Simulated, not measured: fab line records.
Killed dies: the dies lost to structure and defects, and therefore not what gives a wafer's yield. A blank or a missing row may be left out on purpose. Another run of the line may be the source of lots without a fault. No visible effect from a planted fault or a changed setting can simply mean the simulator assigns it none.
fab line records | flow sfq-line
[record] lots = 6 | wafers = 18 | last-day = 91
route steps=325 shown M7@285 I7@296 M8@311
lots that met no fault: taken from a fault-free run of the same line
start-h: hours from the record's first day to the start of the lot's first wafer shown | wait-h: hours from the lot's prior step to this one | " identical to the entry in the row above | L1.1+2: several wafers, shown together as one row | - no value present, or no start provided | * or withheld: withheld | < > ~ a bound
route shown NAME@n: a module of which the file shows steps, and the number in the route of the first | usual: mean/standard deviation taken from wafers without a fault | same: alike in all rows | chamber/n: place in a boat | sites: each site's reading | _std_site: how widely they spread, as a standard deviation | _edge_site: the outer-site mean with the inner-site mean subtracted | radius-mm: how far each site lies from the wafer's centre | mask NAME#n: copy n | behind: the last tool/chamber to shape the wafer | hold: cause of the lot's hold/its duration in hours/its outcome | device: transistor that didn't switch, given as n, p or np | end of line: tests of these same wafers at the route's end | a step with no rows: only its recipe | killed: the dies lost at the first sort to structure and to defects; this is not the yield of the wafer | map: per-die view of a wafer (x killed, . not killed, _ where there is no die)
set.NAME: setting as actually run; set.NAME@STEP: the setting as run at that earlier step | model.NAME: the simulator's own value behind a step, which no gauge read
certain route steps with their lots: each step a table, each wafer a row
services: a tool's chamber out of use, with start hour (start-h, from the record's first day; less than 0 if before it), hours out, and reason
[[steps]]
[step SFQ_TRILAYER_M7_LITHO_COAT_182]
[recipe] resist = BARC | spin-rpm = 3000 | resist-thk-nm = 62
[step SFQ_TRILAYER_M7_LITHO_COAT_177]
[recipe] resist = KrF | spin-rpm = 3000 | resist-thk-nm = 600
[step SFQ_TRILAYER_M7_LITHO_SOFTBAKE_181]
[recipe] temp-c = withheld | time-s = withheld | resist = KrF
[step SFQ_TRILAYER_M7_LITHO_EXPOSE_178]
[recipe] mask-id = M7 | na = 0.6 | source-shape = conventional | sigma-outer = 0.65 | target-cd-nm = 500 | dose-mj = 14.4
[step SFQ_TRILAYER_M7_LITHO_PEB_180]
[recipe] peb-temp-c = 115 | peb-time-s = 60 | resist = KrF
[step SFQ_TRILAYER_M7_LITHO_DEVELOP_179]
[recipe] time-s = 60 | resist = KrF
[step SFQ_M7_OVL_MEAS_945]
[usual] M7_OVL = -4/5.8
lot.wafer | tool       | chamber | start-h | wait-h | M7_OVL[nm]
L604.1    | overlay-01 | -       | 1868.11 | 0.1    | -3
L604.2    | "          | -       | "       | "      | 0
L604.6    | "          | -       | "       | "      | -2
L606.2    | overlay-02 | -       | 1978.08 | 0.1    | -8
L606.5    | "          | -       | "       | "      | -9
L606.6    | "          | -       | "       | "      | -7
L609.1    | overlay-02 | -       | 1981.67 | 0.1    | 0
L609.4    | "          | -       | "       | "      | 0
L609.5    | "          | -       | "       | "      | 5
L610.1    | overlay-01 | -       | 1985.27 | 0.1    | -8
L610.2    | "          | -       | "       | "      | -6
L610.4    | "          | -       | "       | "      | 1
L622.1    | overlay-02 | -       | 2106.21 | 0.1    | -5
L622.3    | "          | -       | "       | "      | -1
L622.6    | "          | -       | "       | "      | -2
L623.2    | overlay-01 | -       | 2173.54 | 0.1    | -1
L623.3    | "          | -       | "       | "      | -7
L623.5    | "          | -       | "       | "      | -7
[step SFQ_TRILAYER_M7_BARC_OPEN_METAL_ETCH_229]
[recipe] mask-material = PR | chemistry = O2 | target-depth-nm = 125 | target = BARC | icp-w = 600 | bias-w = 80 | pressure-mtorr = 10 | time-s = 41.7
[usual] drypump-motor-current-A = 5.49/0.28 | oes-product-au = 0.685/0.0046
[same] time-s = 41.7
lot.wafer | tool         | chamber | start-h | wait-h | drypump-motor-current-A | oes-product-au | rf-hours-counter-h
L604.1    | rie-metal-02 | 0       | 1868.15 | 0.0    | 5.96                    | 0.679          | 41
L604.2    | "            | 0       | "       | "      | 5.94                    | 0.684          | -
L604.6    | "            | 0       | "       | "      | 5.96                    | 0.686          | -
L606.2    | rie-metal-02 | 1       | 1978.11 | 0.0    | 5.76                    | 0.678          | 20
L606.5    | "            | 1       | "       | "      | 5.75                    | 0.685          | -
L606.6    | "            | 0       | "       | "      | 6.02                    | 0.692          | -
L609.1    | rie-metal-04 | 0       | 1981.71 | 0.0    | 5.16                    | 0.690          | 89
L609.4    | "            | 0       | "       | "      | 5.17                    | 0.689          | -
L609.5    | "            | 1       | "       | "      | 5.34                    | 0.682          | -
L610.1    | rie-metal-04 | 1       | 1985.31 | 0.0    | 5.36                    | 0.678          | 73
L610.2    | "            | 0       | "       | "      | 5.16                    | 0.675          | 90
L610.4    | "            | 1       | "       | "      | 5.35                    | 0.690          | -
L622.1    | rie-metal-03 | 0       | 2106.25 | 0.0    | 5.59                    | 0.693          | 80
L622.3    | "            | 0       | "       | "      | 5.62                    | 0.681          | -
L622.6    | "            | 0       | "       | "      | 5.58                    | 0.679          | -
L623.2    | rie-metal-04 | 0       | 2173.59 | 0.0    | 5.16                    | 0.681          | -
L623.3    | "            | 0       | "       | "      | 5.17                    | 0.692          | -
L623.5    | "            | 0       | "       | "      | 5.17                    | 0.680          | -
[step SFQ_TRILAYER_M7_ETCH_METAL_ETCH_180]
[recipe] target = Nb | stop-on = SiO2 | mask-material = PR | chemistry = Cl2/Ar | target-depth-nm = 240 | icp-w = 600 | bias-w = 80 | pressure-mtorr = 10 | time-s = 120
[usual] drypump-motor-current-A = 5.48/0.28 | oes-product-au = 0.894/0.0062
[same] time-s = 120
lot.wafer | tool         | chamber | start-h | wait-h | drypump-motor-current-A | oes-product-au | rf-hours-counter-h
L604.1    | rie-metal-02 | 0       | 1868.27 | 0.1    | 5.97                    | 0.887          | 41
L604.2    | "            | 0       | "       | "      | 5.99                    | 0.892          | -
L604.6    | "            | 0       | "       | "      | 6.04                    | 0.893          | -
L606.2    | rie-metal-02 | 1       | 1978.17 | 0.0    | 5.73                    | 0.895          | 20
L606.5    | "            | 1       | "       | "      | 5.76                    | 0.899          | -
L606.6    | "            | 0       | "       | "      | 5.94                    | 0.901          | -
L609.1    | rie-metal-04 | 0       | 1981.77 | 0.0    | 5.18                    | 0.903          | 89
L609.4    | "            | 0       | "       | "      | 5.17                    | 0.896          | -
L609.5    | "            | 1       | "       | "      | 5.36                    | 0.894          | -
L610.1    | rie-metal-04 | 1       | 1985.37 | 0.0    | 5.30                    | 0.897          | 73
L610.2    | "            | 0       | "       | "      | 5.16                    | 0.887          | 90
L610.4    | "            | 1       | "       | "      | 5.31                    | 0.899          | -
L622.1    | rie-metal-03 | 0       | 2106.31 | 0.0    | 5.58                    | 0.881          | 80
L622.3    | "            | 0       | "       | "      | 5.59                    | 0.885          | -
L622.6    | "            | 0       | "       | "      | 5.58                    | 0.885          | -
L623.2    | rie-metal-04 | 0       | 2173.73 | 0.1    | 5.18                    | 0.897          | -
L623.3    | "            | 0       | "       | "      | 5.16                    | 0.898          | -
L623.5    | "            | 0       | "       | "      | 5.18                    | 0.903          | -
[step SFQ_TRILAYER_M7_STRIP_STRIP_181]
[recipe] gas = O2 | power-w = 200 | platen-temp-c = 40 | overash-fraction = 0.65 | chemistry = O2 | pressure-mtorr = 50
[usual] drypump-motor-current-A = 5.49/0.27 | oes-product-au = 0.997/0.0075
lot.wafer | tool         | chamber | start-h | wait-h | drypump-motor-current-A | oes-product-au | rf-hours-counter-h
L604.1    | rie-metal-02 | 0       | 1868.52 | 0.2    | 6.00                    | 0.992          | 41
L604.2    | "            | 0       | "       | "      | 6.00                    | 0.990          | -
L604.6    | "            | 0       | "       | "      | 5.99                    | 0.988          | -
L606.2    | rie-metal-02 | 1       | 1978.30 | 0.1    | 5.78                    | 1.008          | 20
L606.5    | "            | 1       | "       | "      | 5.76                    | 0.997          | -
L606.6    | "            | 0       | "       | "      | 5.99                    | 1.002          | -
L609.1    | rie-metal-04 | 0       | 1981.90 | 0.1    | 5.19                    | 1.003          | 89
L609.4    | "            | 0       | "       | "      | 5.18                    | 0.993          | -
L609.5    | "            | 1       | "       | "      | 5.35                    | 0.996          | -
L610.1    | rie-metal-04 | 1       | 1985.50 | 0.1    | 5.32                    | 0.996          | 74
L610.2    | "            | 0       | "       | "      | 5.16                    | 0.994          | 90
L610.4    | "            | 1       | "       | "      | 5.32                    | 1.001          | -
L622.1    | rie-metal-03 | 0       | 2106.43 | 0.1    | 5.55                    | 0.983          | 81
L622.3    | "            | 0       | "       | "      | 5.64                    | 0.984          | -
L622.6    | "            | 0       | "       | "      | 5.59                    | 0.988          | -
L623.2    | rie-metal-04 | 0       | 2174.14 | 0.4    | 5.18                    | 0.997          | -
L623.3    | "            | 0       | "       | "      | 5.17                    | 0.998          | -
L623.5    | "            | 0       | "       | "      | 5.18                    | 0.990          | -
[step SFQ_TRILAYER_M7_STRIP_SOLV_CLEAN_182]
[recipe] chemistry = NMP | temp-c = 70 | time-s = 600
[step SFQ_TRILAYER_I7_DEP_PECVD_183]
[recipe] material = SiO2 | temp-c = 150 | time-s = 111.11 | pressure-torr = 2.4 | rf-w = 183.3 | precursor = SiH4/N2O | target-thk-nm = 500
[usual] chamber-pressure-Torr = 2.400/0.0057 | heater-power-outer-w = 32/13 | heater-power-w = 88/21 | throttle-valve-pct = 25.1/1.7 | time-s = 111.11/0
lot.wafer | tool     | chamber | start-h | wait-h | chamber-pressure-Torr | heater-power-outer-w | heater-power-w | throttle-valve-pct | time-s
L604.1    | pecvd-03 | 0       | 1869.89 | 0.0    | 2.394                 | 11                   | 56             | 24.4               | 111.11
L604.2    | "        | 2       | "       | "      | 2.408                 | 48                   | 109            | 26.9               | 111.11
L604.6    | "        | 0       | "       | "      | 2.398                 | 13                   | 61             | 24.4               | 111.11
L606.2    | pecvd-04 | 0       | 1979.07 | 0.0    | 2.411                 | 31                   | 90             | 23.7               | 111.11
L606.5    | "        | 2       | "       | "      | 2.410                 | 36                   | 91             | 23.1               | 111.11
L606.6    | "        | 0       | "       | "      | 2.405                 | 20                   | 73             | 23.5               | 111.11
L609.1    | pecvd-04 | 2       | 1982.67 | 0.0    | -                     | -                    | -              | -                  | -
L609.4    | "        | 0       | "       | "      | -                     | -                    | -              | -                  | -
L609.5    | "        | 2       | "       | "      | -                     | -                    | -              | -                  | -
L610.1    | pecvd-01 | 2       | 1986.27 | 0.0    | -                     | -                    | -              | -                  | -
L610.2    | "        | 0       | "       | "      | -                     | -                    | -              | -                  | -
L610.4    | "        | 2       | "       | "      | -                     | -                    | -              | -                  | -
L622.1    | pecvd-03 | 1       | 2107.21 | 0.0    | 2.389                 | 29                   | 84             | 23.9               | 111.11
L622.3    | "        | 2       | "       | "      | 2.409                 | 35                   | 94             | 27.4               | 111.11
L622.6    | "        | 1       | "       | "      | 2.398                 | 31                   | 88             | 24.1               | 111.11
L623.2    | pecvd-01 | 0       | 2175.32 | 0.0    | 2.396                 | 13                   | 52             | 25.4               | 111.11
L623.3    | "        | 1       | "       | "      | 2.401                 | 42                   | 117            | 27.9               | 111.11
L623.5    | "        | 0       | "       | "      | 2.396                 | 14                   | 51             | 25.2               | 111.11
[step SFQ_TRILAYER_I7_CMP_CMP_184]
[recipe] material = SiO2 | down-force-psi = 3 | platen-rpm = 60 | pad-velocity-m-s = 0.94248
[step SFQ_I7_BOW_MEAS_946]
[recipe] mode = bow
[usual] I7_BOW = 8/12
lot.wafer | tool          | chamber | start-h | wait-h | I7_BOW[um]
L604.1    | film-metro-02 | -       | 1874.25 | 2.0    | 11
L604.2    | "             | -       | "       | "      | -7
L604.6    | "             | -       | "       | "      | 18
L606.2    | film-metro-01 | -       | 1982.17 | 2.0    | 9
L606.5    | "             | -       | "       | "      | 14
L606.6    | "             | -       | "       | "      | 2
L609.1    | film-metro-01 | -       | 1986.35 | 1.5    | -8
L609.4    | "             | -       | "       | "      | -5
L609.5    | "             | -       | "       | "      | 4
L610.1    | film-metro-02 | -       | 1989.35 | 1.0    | -2
L610.2    | "             | -       | "       | "      | -1
L610.4    | "             | -       | "       | "      | 6
L622.1    | film-metro-01 | -       | 2110.29 | 2.0    | 18
L622.3    | "             | -       | "       | "      | 22
L622.6    | "             | -       | "       | "      | 20
L623.2    | film-metro-03 | -       | 2180.16 | 2.0    | -3
L623.3    | "             | -       | "       | "      | -3
L623.5    | "             | -       | "       | "      | 9
[step SFQ_TRILAYER_I7_METRO_MEASURE_185]
lot.wafer  | tool          | chamber | start-h | wait-h
L604.1+2+6 | film-metro-02 | -       | 1874.37 | 0.1
L606.2+5+6 | film-metro-01 | -       | 1982.47 | 0.3
L609.1+4+5 | film-metro-01 | -       | 1986.47 | 0.1
L610.1+2+4 | film-metro-02 | -       | 1989.47 | 0.1
L622.1+3+6 | film-metro-01 | -       | 2110.41 | 0.1
L623.2+3+5 | film-metro-03 | -       | 2180.46 | 0.3
[step SFQ_TRILAYER_I7_VIA_LITHO_COAT_192]
[recipe] resist = BARC | spin-rpm = 3000 | resist-thk-nm = 62
[step SFQ_TRILAYER_I7_VIA_LITHO_COAT_187]
[recipe] resist = KrF | spin-rpm = 3000 | resist-thk-nm = 650
[step SFQ_TRILAYER_I7_VIA_LITHO_SOFTBAKE_191]
[recipe] temp-c = withheld | time-s = withheld | resist = KrF
[step SFQ_TRILAYER_I7_VIA_LITHO_EXPOSE_188]
[recipe] mask-id = I7 | na = 0.6 | source-shape = conventional | sigma-outer = 0.65 | target-cd-nm = 1000 | dose-mj = 21.3
[step SFQ_TRILAYER_I7_VIA_LITHO_PEB_190]
[recipe] peb-temp-c = 115 | peb-time-s = 60 | resist = KrF
[step SFQ_TRILAYER_I7_VIA_LITHO_DEVELOP_189]
[recipe] time-s = 60 | resist = KrF
[step SFQ_I7_OVL_MEAS_947]
[usual] I7_OVL = -2/5
lot.wafer | tool       | chamber | start-h | wait-h | I7_OVL[nm]
L604.1    | overlay-01 | -       | 1878.42 | 0.1    | -3
L604.2    | "          | -       | "       | "      | -4
L604.6    | "          | -       | "       | "      | -7
L606.2    | overlay-01 | -       | 1986.48 | 0.1    | 9
L606.5    | "          | -       | "       | "      | 3
L606.6    | "          | -       | "       | "      | 2
L609.1    | overlay-01 | -       | 1994.87 | 0.1    | 1
L609.4    | "          | -       | "       | "      | 1
L609.5    | "          | -       | "       | "      | -1
L610.1    | overlay-02 | -       | 2000.67 | 0.1    | -4
L610.2    | "          | -       | "       | "      | -7
L610.4    | "          | -       | "       | "      | -9
L622.1    | overlay-02 | -       | 2135.76 | 0.1    | -3
L622.3    | "          | -       | "       | "      | -7
L622.6    | "          | -       | "       | "      | -9
L623.2    | overlay-02 | -       | 2184.19 | 0.1    | -4
L623.3    | "          | -       | "       | "      | -1
L623.5    | "          | -       | "       | "      | -2
[step SFQ_TRILAYER_I7_VIA_BARC_OPEN_VIA_ETCH_260]
[recipe] mask-material = PR | chemistry = O2 | target-depth-nm = 125 | target = BARC | source-w = 500 | bias-w = 80 | pressure-mtorr = 30 | time-s = 41.7
[usual] drypump-motor-current-A = 6.0/0.39 | oes-product-au = 0.684/0.0044
[same] time-s = 41.7
lot.wafer | tool        | chamber | start-h | wait-h | drypump-motor-current-A | oes-product-au | rf-hours-counter-h
L604.1    | rie-diel-01 | 3       | 1878.45 | 0.0    | 6.4                     | 0.679          | 4
L604.2    | "           | 1       | "       | "      | 6.7                     | 0.684          | 2
L604.6    | "           | 3       | "       | "      | 6.3                     | 0.685          | -
L606.2    | rie-diel-01 | 0       | 1986.51 | 0.0    | 5.6                     | 0.690          | 0
L606.5    | "           | 3       | "       | "      | 6.4                     | 0.682          | -
L606.6    | "           | 2       | "       | "      | 5.9                     | 0.690          | -
L609.1    | rie-diel-03 | 3       | 1994.91 | 0.0    | 5.5                     | 0.680          | 20
L609.4    | "           | 1       | "       | "      | 5.9                     | 0.689          | 18
L609.5    | "           | 3       | "       | "      | 5.5                     | 0.675          | -
L610.1    | rie-diel-01 | 2       | 2000.71 | 0.0    | 5.9                     | 0.687          | 7
L610.2    | "           | 0       | "       | "      | 5.6                     | 0.674          | 0
L610.4    | "           | 3       | "       | "      | 6.4                     | 0.685          | 5
L622.1    | rie-diel-01 | 1       | 2135.80 | 0.0    | 6.7                     | 0.688          | 5
L622.3    | "           | 0       | "       | "      | 5.6                     | 0.683          | 3
L622.6    | "           | 1       | "       | "      | 6.7                     | 0.694          | -
L623.2    | rie-diel-03 | 3       | 2184.22 | 0.0    | 5.5                     | 0.690          | 2
L623.3    | "           | 0       | "       | "      | 6.2                     | 0.684          | 10
L623.5    | "           | 2       | "       | "      | 5.9                     | 0.682          | -
[step SFQ_TRILAYER_I7_VIA_ETCH_VIA_ETCH_190]
[recipe] target = SiO2 | stop-on = Nb | mask-material = PR | taper-deg = 20 | chemistry = CHF3 | target-depth-nm = 260 | source-w = 500 | bias-w = 80 | pressure-mtorr = 30 | time-s = withheld
[usual] drypump-motor-current-A = 6.0/0.39 | oes-product-au = 0.853/0.0055
lot.wafer | tool        | chamber | start-h | wait-h | drypump-motor-current-A | oes-product-au | model.etch.depth-nm
L604.1    | rie-diel-01 | 3       | 1878.49 | 0.0    | 6.4                     | 0.862          | 200.6
L604.2    | "           | 1       | "       | "      | 6.6                     | 0.856          | 201.3
L604.6    | "           | 3       | "       | "      | 6.4                     | 0.849          | 199.8
L606.2    | rie-diel-01 | 0       | 1986.55 | 0.0    | 5.6                     | 0.849          | 200.7
L606.5    | "           | 3       | "       | "      | 6.4                     | 0.855          | 200.2
L606.6    | "           | 2       | "       | "      | 5.9                     | 0.850          | 199.6
L609.1    | rie-diel-03 | 3       | 1994.95 | 0.0    | 5.6                     | 0.375          | 0
L609.4    | "           | 1       | "       | "      | 5.9                     | 0.374          | 0
L609.5    | "           | 3       | "       | "      | 5.6                     | 0.378          | 0
L610.1    | rie-diel-01 | 2       | 2000.75 | 0.0    | 5.9                     | 0.375          | 0
L610.2    | "           | 0       | "       | "      | 5.6                     | 0.382          | 0
L610.4    | "           | 3       | "       | "      | 6.3                     | 0.379          | 0
L622.1    | rie-diel-01 | 1       | 2135.84 | 0.0    | 6.7                     | 0.850          | 200.5
L622.3    | "           | 0       | "       | "      | 5.6                     | 0.847          | 199.9
L622.6    | "           | 1       | "       | "      | 6.7                     | 0.850          | 199.9
L623.2    | rie-diel-03 | 3       | 2184.26 | 0.0    | 5.6                     | 0.846          | 198.2
L623.3    | "           | 0       | "       | "      | 6.1                     | 0.855          | 199.6
L623.5    | "           | 2       | "       | "      | 6.0                     | 0.861          | 200.1
[step SFQ_TRILAYER_I7_VIA_STRIP_STRIP_191]
[recipe] gas = O2 | power-w = 200 | platen-temp-c = 40 | overash-fraction = 0.65 | chemistry = O2 | pressure-mtorr = 50
[step SFQ_TRILAYER_I7_VIA_STRIP_SOLV_CLEAN_192]
[recipe] chemistry = NMP | temp-c = 70 | time-s = 600
[step SFQ_TRILAYER_M8_LITHO_LOR_COAT_197]
[recipe] resist = lift-off | spin-rpm = 3000
[step SFQ_TRILAYER_M8_LITHO_LOR_BAKE_198]
[recipe] resist = lift-off | temp-c = withheld | time-s = withheld
[step SFQ_TRILAYER_M8_LITHO_COAT_193]
[recipe] resist = KrF | spin-rpm = 3000 | resist-thk-nm = 600
[step SFQ_TRILAYER_M8_LITHO_SOFTBAKE_199]
[recipe] temp-c = withheld | time-s = withheld | resist = KrF
[step SFQ_TRILAYER_M8_LITHO_EXPOSE_194]
[recipe] mask-id = M8 | na = 0.6 | source-shape = conventional | sigma-outer = 0.65 | target-cd-nm = 2000 | dose-mj = 14.4
[usual] exposure-dose-mJ-cm2 = 14.400/0.013 | focus-offset-nm = 0.0/0.52
lot.wafer | tool           | chamber | start-h | wait-h | mask | exposure-dose-mJ-cm2 | focus-offset-nm
L604.1    | krf-scanner-01 | 0       | 1880.68 | -      | M8#0 | 14.397               | 0.4
L604.2    | "              | 0       | "       | "      | M8#0 | 14.409               | 0.5
L604.6    | "              | 0       | "       | "      | M8#0 | 14.414               | 0.1
L606.2    | krf-scanner-01 | 0       | 1994.77 | -      | M8#0 | 14.393               | -0.3
L606.5    | "              | 0       | "       | "      | M8#0 | 14.391               | -0.1
L606.6    | "              | 0       | "       | "      | M8#0 | 14.400               | 0.0
L609.1    | krf-scanner-01 | -       | 2005.17 | -      | M8#0 | -                    | -
L609.4    | "              | -       | "       | "      | M8#0 | -                    | -
L609.5    | "              | -       | "       | "      | M8#0 | -                    | -
L610.1    | krf-scanner-01 | -       | 2014.77 | -      | M8#0 | -                    | -
L610.2    | "              | -       | "       | "      | M8#0 | -                    | -
L610.4    | "              | -       | "       | "      | M8#0 | -                    | -
L622.1    | krf-scanner-01 | 0       | 2138.06 | -      | M8#0 | 14.394               | -0.1
L622.3    | "              | 0       | "       | "      | M8#0 | 14.393               | -0.9
L622.6    | "              | 0       | "       | "      | M8#0 | 14.382               | 0.3
L623.2    | krf-scanner-01 | 0       | 2187.70 | -      | M8#0 | 14.417               | -0.1
L623.3    | "              | 0       | "       | "      | M8#0 | 14.390               | 0.1
L623.5    | "              | 0       | "       | "      | M8#0 | 14.408               | 0.5
[step SFQ_TRILAYER_M8_LITHO_PEB_196]
[recipe] peb-temp-c = 115 | peb-time-s = 60 | resist = KrF
[step SFQ_TRILAYER_M8_LITHO_DEVELOP_195]
[recipe] img-clear-s = 15 | time-s = 55 | resist = KrF
[step SFQ_M8_OVL_MEAS_948]
[usual] M8_OVL = -5/6
lot.wafer | tool       | chamber | start-h | wait-h | M8_OVL[nm]
L604.1    | overlay-02 | -       | 1882.17 | 0.1    | 0
L604.2    | "          | -       | "       | "      | -7
L604.6    | "          | -       | "       | "      | -13
L606.2    | overlay-01 | -       | 1996.07 | 0.1    | -15
L606.5    | "          | -       | "       | "      | -8
L606.6    | "          | -       | "       | "      | -18
L609.1    | overlay-02 | -       | 2006.67 | 0.1    | -
L609.4    | "          | -       | "       | "      | -
L609.5    | "          | -       | "       | "      | -
L610.1    | overlay-02 | -       | 2016.27 | 0.1    | -
L610.2    | "          | -       | "       | "      | -
L610.4    | "          | -       | "       | "      | -
L622.1    | overlay-01 | -       | 2139.55 | 0.1    | 9
L622.3    | "          | -       | "       | "      | 6
L622.6    | "          | -       | "       | "      | -3
L623.2    | overlay-01 | -       | 2189.00 | 0.1    | -7
L623.3    | "          | -       | "       | "      | 2
L623.5    | "          | -       | "       | "      | 1
[step SFQ_TRILAYER_M8_DEP_EVAP_197]
[recipe] material = Ti | angular-spread-deg = 1 | target-thk-nm = 20 | time-s = 100 | power-w = 2000
[step SFQ_TRILAYER_M8_DEP_EVAP_198]
[recipe] material = Pt | angular-spread-deg = 1 | target-thk-nm = 50 | time-s = 250 | power-w = 2000
[step SFQ_TRILAYER_M8_DEP_EVAP_196]
[recipe] material = Au | angular-spread-deg = 1 | target-thk-nm = 180 | time-s = 900 | power-w = 2000
[step SFQ_M8_RS_MEAS_949]
[recipe] thk-meas-gauge = four-point-probe | reads = Au_of_TRILAYER_M8_DEP_EVAP_196+Pt_of_TRILAYER_M8_DEP_EVAP_198+Ti_of_TRILAYER_M8_DEP_EVAP_197
[usual] M8_AU_RS = 0.1539/0.0014
lot.wafer | tool          | chamber | start-h | wait-h | M8_AU_RS[ohm/sq]
L604.1    | film-metro-03 | -       | 1882.95 | 0.3    | 0.1527
L604.2    | "             | -       | "       | "      | 0.1514
L604.6    | "             | -       | "       | "      | 0.1514
L606.2    | film-metro-04 | -       | 1996.87 | 0.3    | 0.1517
L606.5    | "             | -       | "       | "      | 0.1517
L606.6    | "             | -       | "       | "      | 0.1512
L609.1    | film-metro-04 | -       | 2007.45 | 0.3    | 0.1521
L609.4    | "             | -       | "       | "      | 0.1530
L609.5    | "             | -       | "       | "      | 0.1543
L610.1    | film-metro-01 | -       | 2017.05 | 0.3    | 0.1547
L610.2    | "             | -       | "       | "      | 0.1523
L610.4    | "             | -       | "       | "      | 0.1535
L622.1    | film-metro-03 | -       | 2140.33 | 0.3    | 0.1543
L622.3    | "             | -       | "       | "      | 0.1555
L622.6    | "             | -       | "       | "      | 0.1539
L623.2    | film-metro-03 | -       | 2189.79 | 0.3    | 0.1535
L623.3    | "             | -       | "       | "      | 0.1530
L623.5    | "             | -       | "       | "      | 0.1524
[step SFQ_M8_THK_MEAS_950]
[recipe] thk-meas-gauge = xrf | reads = Au_of_TRILAYER_M8_DEP_EVAP_196
[usual] M8_AU_THK = 179.9/1.9
lot.wafer | tool          | chamber | start-h | wait-h | M8_AU_THK[nm]
L604.1    | film-metro-03 | -       | 1883.07 | 0.1    | 181.2
L604.2    | "             | -       | "       | "      | 182.0
L604.6    | "             | -       | "       | "      | 181.5
L606.2    | film-metro-04 | -       | 1996.98 | 0.1    | 182.6
L606.5    | "             | -       | "       | "      | 182.9
L606.6    | "             | -       | "       | "      | 182.5
L609.1    | film-metro-04 | -       | 2007.57 | 0.1    | 181.5
L609.4    | "             | -       | "       | "      | 180.6
L609.5    | "             | -       | "       | "      | 178.9
L610.1    | film-metro-01 | -       | 2017.17 | 0.1    | 180.3
L610.2    | "             | -       | "       | "      | 184.2
L610.4    | "             | -       | "       | "      | 181.8
L622.1    | film-metro-03 | -       | 2140.45 | 0.1    | 179.7
L622.3    | "             | -       | "       | "      | 178.4
L622.6    | "             | -       | "       | "      | 180.7
L623.2    | film-metro-03 | -       | 2189.90 | 0.1    | 181.3
L623.3    | "             | -       | "       | "      | 180.8
L623.5    | "             | -       | "       | "      | 182.7
[step SFQ_TRILAYER_M8_LIFTOFF_LIFTOFF_197]
[recipe] temp-c = 80 | time-s = 600 | chemistry = NMP
[step SFQ_M8_BOW_MEAS_951]
[recipe] mode = bow
[usual] M8_BOW = 8/12
lot.wafer | tool          | chamber | start-h | wait-h | M8_BOW[um] | model.etest.m8.ohm-sq | model.etest.i7.link-ohm
L604.1    | film-metro-04 | -       | 1883.31 | 0.0    | 11         | 0.153                 | 1.056
L604.2    | "             | -       | "       | "      | -8         | 0.1519                | 1.046
L604.6    | "             | -       | "       | "      | 18         | 0.1518                | 1.058
L606.2    | film-metro-01 | -       | 1997.22 | 0.0    | 9          | 0.1513                | 1.042
L606.5    | "             | -       | "       | "      | 17         | 0.1517                | 1.046
L606.6    | "             | -       | "       | "      | 4          | 0.1511                | 1.047
L609.1    | film-metro-03 | -       | 2007.80 | 0.0    | -5         | 1e+06                 | 1e+06
L609.4    | "             | -       | "       | "      | -4         | 1e+06                 | 1e+06
L609.5    | "             | -       | "       | "      | 6          | 1e+06                 | 1e+06
L610.1    | film-metro-03 | -       | 2017.40 | 0.0    | -2         | 1e+06                 | 1e+06
L610.2    | "             | -       | "       | "      | -1         | 1e+06                 | 1e+06
L610.4    | "             | -       | "       | "      | 5          | 1e+06                 | 1e+06
L622.1    | film-metro-04 | -       | 2140.69 | 0.0    | 19         | 0.1547                | 1.069
L622.3    | "             | -       | "       | "      | 23         | 0.156                 | 1.066
L622.6    | "             | -       | "       | "      | 22         | 0.1544                | 1.073
L623.2    | film-metro-01 | -       | 2190.16 | 0.0    | -1         | 0.1537                | 1.045
L623.3    | "             | -       | "       | "      | -2         | 0.1533                | 1.038
L623.5    | "             | -       | "       | "      | 12         | 0.1527                | 1.037
[[services]]
tool           | chamber | start-h | hours | kind
rie-diel-03    | 2       | 1852.34 | 8.2   | repair
rie-metal-02   | 1       | 1859.19 | 11.2  | repair
rie-diel-01    | 1       | 1867.38 | 5.9   | repair
rie-metal-04   | -       | 1869.37 | 1.4   | pm
rie-diel-03    | -       | 1884.42 | 0.5   | repair
rie-diel-03    | -       | 1903.67 | 0.5   | repair
rie-diel-01    | -       | 1915.91 | 2.8   | pm
krf-scanner-01 | -       | 1963.94 | 0.8   | pm
krf-scanner-01 | -       | 1973.87 | 1.3   | pm
krf-scanner-01 | -       | 1996.97 | 1.0   | pm
rie-metal-02   | 0       | 2006.28 | 15.7  | repair
rie-diel-01    | 0       | 2030.32 | 4.5   | repair
krf-scanner-01 | -       | 2060.26 | 6.4   | repair
rie-diel-01    | -       | 2073.84 | 1.9   | repair
rie-metal-02   | -       | 2114.80 | 0.9   | repair
rie-diel-03    | -       | 2123.32 | 2.8   | pm
rie-diel-03    | -       | 2149.45 | 0.3   | repair
krf-scanner-01 | -       | 2149.55 | 1.3   | pm
rie-diel-01    | 3       | 2151.64 | 5.6   | repair
rie-diel-03    | 1       | 2152.87 | 1.6   | repair
krf-scanner-01 | -       | 2155.75 | 6.0   | repair
krf-scanner-01 | -       | 2164.85 | 1.0   | pm
rie-metal-04   | 1       | 2164.99 | 12.1  | repair
rie-diel-03    | 1       | 2173.43 | 9.5   | repair
[[key]]
[first-sign] step = SFQ_TRILAYER_I7_DEP_PECVD_183 | reading = tool-record | direction = missing
[effect] step = SFQ_TRILAYER_I7_VIA_ETCH_VIA_ETCH_190 | reading = oes-product-au | direction = down | sigmas = 86 | usual = 0.853 | struck = 0.377
[effect] step = SFQ_TRILAYER_M8_LITHO_EXPOSE_194 | reading = tool-record | direction = missing
[effect] step = SFQ_M8_OVL_MEAS_948 | reading = M8_OVL | direction = missing
[model-effect] step = SFQ_TRILAYER_I7_VIA_ETCH_VIA_ETCH_190 | value = etch.depth-nm | without = 199.9 | struck = 0
[model-effect] step = SFQ_M8_BOW_MEAS_951 | value = etest.m8.ohm-sq | without = 0.1534 | struck = 1e+06
met-at SFQ_TRILAYER_I7_DEP_PECVD_183
struck-wafers L609.1,L609.4,L609.5,L610.1,L610.2,L610.4
onset-between 1979.07 1982.67
[fault] kind = skipped-step-whole | tool = pecvd-01,pecvd-04 | chamber = - | onset-h = 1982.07 | steps = SFQ_TRILAYER_I7_DEP_PECVD_183 | scope = struck-lots-only
